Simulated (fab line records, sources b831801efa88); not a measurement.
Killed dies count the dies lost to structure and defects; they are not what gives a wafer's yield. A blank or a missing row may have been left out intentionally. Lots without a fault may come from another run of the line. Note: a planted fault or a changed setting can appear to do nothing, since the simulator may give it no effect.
Which tool was responsible? | flow sky130 | 13 lots, 39 wafers sampled, at 5 steps of a route of 708

WHAT THE GAUGES READ, wafer by wafer
SKY_POLY_GATE_THK_MEAS_01. Usual: POLY_GATE_CVD_00_THK 180.0 nm, standard deviation 1.3.
lot  | measured     | on            | POLY_GATE_CVD_00_THK (nm) | flag
L366 | day 14 02:00 | film-metro-03 | 177.2 178.9 179.9         |
L367 | day 14 11:54 | film-metro-04 | 178.7 179.3 179.5         |
L369 | day 14 22:39 | film-metro-03 | 180.2 180.1 180.9         |
L370 | day 15 15:55 | film-metro-04 | 181.1 180.5 180.4         |
L371 | day 15 20:15 | film-metro-04 | 180.8 181.3 180.7         |
L373 | day 16 08:25 | film-metro-03 | 180.2 182.1 182.4         |
L376 | day 17 06:10 | film-metro-02 | 182.2 181.8 181.7         |
L377 | day 18 17:12 | film-metro-03 | 179.6 179.1 179.3         |
L378 | day 18 17:14 | film-metro-04 | 179.5 179.2 178.5         |
L380 | day 18 17:16 | film-metro-03 | 179.9 179.6 177.3         |
L381 | day 19 10:10 | film-metro-02 | 179.7 180.7 180.6         |
L386 | day 21 01:00 | film-metro-02 | 181.5 180.1 179.7         |
L389 | day 22 00:52 | film-metro-04 | 177.9 178.9 180.8         |

SKY_POLY_GATE_CD_MEAS_13: the cd target is 150 nm. Usual: cd-nm reads 149.9 nm (standard deviation 1.4).
lot  | measured     | on        | cd-nm (nm)        | flag
L366 | day 16 17:58 | cd-sem-02 | 148.0 148.5 148.0 |
L367 | day 16 23:08 | cd-sem-02 | 151.4 150.2 150.7 |
L369 | day 17 08:11 | cd-sem-01 | 149.6 151.1 149.5 |
L370 | day 18 02:13 | cd-sem-01 | 151.0 151.8 151.3 |
L371 | day 18 08:25 | cd-sem-01 | 150.4 150.9 150.4 |
L373 | day 18 20:40 | cd-sem-01 | 151.5 150.0 151.4 |
L376 | day 19 18:22 | cd-sem-02 | 153.0 152.9 152.6 |
L377 | day 21 07:49 | cd-sem-01 | 149.9 151.3 151.2 |
L378 | day 21 08:14 | cd-sem-02 | 148.7 147.4 148.4 |
L380 | day 21 07:44 | cd-sem-02 | 150.4 151.4 152.0 |
L381 | day 22 00:43 | cd-sem-01 | 150.9 149.8 151.0 |
L386 | day 23 14:01 | cd-sem-02 | 150.2 149.7 150.0 |
L389 | day 24 15:50 | cd-sem-02 | 148.2 148.5 148.5 |

SKY_LDD_N_OVL_MEAS_07. Usual: LDD_N_OVL 0.9 nm, standard deviation 1.4.
lot  | measured     | on         | LDD_N_OVL (nm) | flag
L366 | day 18 02:26 | overlay-01 | 1.5 1.9 1.8    |
L367 | day 18 07:38 | overlay-01 | 3.3 3.0 2.7    |
L369 | day 18 17:34 | overlay-01 | 0.2 0.1 0.4    |
L370 | day 19 15:34 | overlay-01 | -0.8 -2.1 -1.3 |
L371 | day 19 15:52 | overlay-01 | 0.7 1.2 -0.1   |
L373 | day 20 05:49 | overlay-01 | 0.4 0.7 1.3    |
L376 | day 21 03:40 | overlay-01 | 2.1 1.9 3.7    |
L377 | day 22 17:35 | overlay-01 | 1.5 1.6 2.1    |
L378 | day 22 17:53 | overlay-02 | 0.1 1.3 2.5    |
L380 | day 22 15:55 | overlay-01 | 2.7 0.7 0.3    |
L381 | day 23 08:17 | overlay-01 | 0.8 1.8 1.0    |
L386 | day 24 21:47 | overlay-02 | 0.3 0.2 1.7    |
L389 | day 25 23:10 | overlay-02 | 0.7 1.2 0.3    |

SKY_LDD_P_TW_MEAS_11. Usual: LDD_P_TW 635, standard deviation 3.6.
lot  | measured     | on            | LDD_P_TW    | flag
L366 | day 19 10:05 | film-metro-03 | 641 639 642 |
L367 | day 19 14:11 | film-metro-03 | 643 638 638 |
L369 | day 20 01:14 | film-metro-03 | 636 639 640 |
L370 | day 20 23:59 | film-metro-03 | 645 634 635 |
L371 | day 21 00:07 | film-metro-01 | 640 637 634 |
L373 | day 21 14:13 | film-metro-03 | 637 640 637 |
L376 | day 22 13:16 | film-metro-01 | 634 633 634 |
L377 | day 24 01:02 | film-metro-02 | 603 605 602 | OFF
L378 | day 24 01:05 | film-metro-01 | 634 633 631 |
L380 | day 23 23:32 | film-metro-03 | 633 632 634 |
L381 | day 24 15:31 | film-metro-01 | 598 598 600 | OFF
L386 | day 26 05:01 | film-metro-01 | 636 638 635 |
L389 | day 27 05:53 | film-metro-03 | 629 630 631 |

TOOL THAT RAN EACH LOT (tool first, then ch and the chambers of the sampled wafers, then the start)
lot  | SKY_LDD_P_IMPLANT_09
L366 | implanter-01 ch 0, day 19 09:52
L367 | implanter-04 ch 0, day 19 13:58
L369 | implanter-04 ch 0, day 20 01:01
L370 | implanter-02 ch 0, day 20 23:44
L371 | implanter-01 ch 0, day 20 23:52
L373 | implanter-01 ch 0, day 21 13:58
L376 | implanter-02 ch 0, day 22 13:01
L377 | implanter-01 ch 0, day 24 00:47
L378 | implanter-04 ch 0, day 24 00:53
L380 | implanter-01 ch 0, day 23 23:19
L381 | implanter-01 ch 0, day 24 15:16
L386 | implanter-04 ch 0, day 26 04:46
L389 | implanter-04 ch 0, day 27 05:39
- SKY_LDD_P_IMPLANT_09

WHAT THE TOOLS THEMSELVES READ (means of the sampled wafers that have a number; where no wafer has one, the mark that the record gives instead)
SKY_LDD_P_IMPLANT_09. Usual: beam-energy-keV 25.000, standard deviation 0.008; dose-ions-cm2 9.999e+12, standard deviation 9.5e+09; end-station-pressure-torr 5.05e-06 Torr, standard deviation 2.9e-07.
lot  | tool         | beam-energy-keV | dose-ions-cm2 | end-station-pressure-torr (Torr) | flag
L366 | implanter-01 | 25.008          | 9.999e+12     | 4.89e-06                         |
L367 | implanter-04 | 25.013          | 1.001e+13     | 5.14e-06                         |
L369 | implanter-04 | 24.997          | 1.000e+13     | 5.17e-06                         |
L370 | implanter-02 | 24.993          | 9.999e+12     | 5.14e-06                         |
L371 | implanter-01 | 24.991          | 9.993e+12     | 5.18e-06                         |
L373 | implanter-01 | 24.997          | 1.001e+13     | 5.07e-06                         |
L376 | implanter-02 | 25.014          | 9.990e+12     | 5.15e-06                         |
L377 | implanter-01 | 20.441          | 1.001e+13     | 5.18e-06                         | OFF
L378 | implanter-04 | 25.004          | 1.002e+13     | 4.91e-06                         |
L380 | implanter-01 | 25.009          | 9.993e+12     | 4.67e-06                         |
L381 | implanter-01 | 20.437          | 9.989e+12     | 5.25e-06                         | OFF
L386 | implanter-04 | 24.993          | 9.991e+12     | 4.87e-06                         |
L389 | implanter-04 | 24.991          | 1.000e+13     | 5.18e-06                         |

THE ANSWER, worked out from the rows above alone
Rule: take the mean of a lot's wafers that have a number; if it is more than 3 standard deviations from the usual mean, the lot is off. Also off: a lot with no number at a reading for which 4 or more lots have one. Where the step has rows for the other lots, those lots are counted as sound. First the gauges in route order, then the tools' own readings, where a lot's mean is used as printed above. At the first step where some lot is off, the reading lying furthest off is the one used; lots without a number count as furthest.
Off: at SKY_LDD_P_TW_MEAS_11 (LDD_P_TW), L377, L381.
If a tool, at a process step before that reading, ran all the lots that are off and no sound lot after the first of them, it fits. The gauges at SKY_LDD_P_TW_MEAS_11 aren't tried: what is off there is off at SKY_LDD_P_IMPLANT_09 too, on other tools, and a gauge's error can't cause that. One fits: implanter-01 at SKY_LDD_P_IMPLANT_09. A fault onset in the window from L380 (day 23 23:19, its last sound lot) to L377 (day 24 00:47, its first lot off) fits.
On the lots that are off, the tool's own readings at SKY_LDD_P_IMPLANT_09 differ by more than 5 times the standard deviation of the sound lots' means, which bears it out; beam-energy-keV reads 20.439 there versus 25.001 on the sound lots.

WHAT THE SIMULATOR HAD INSERTED
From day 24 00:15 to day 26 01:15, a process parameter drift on implanter-01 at SKY_LDD_P_IMPLANT_09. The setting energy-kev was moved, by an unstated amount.
Shown lots that were struck: L377, L381. The rule given above showed the same thing.
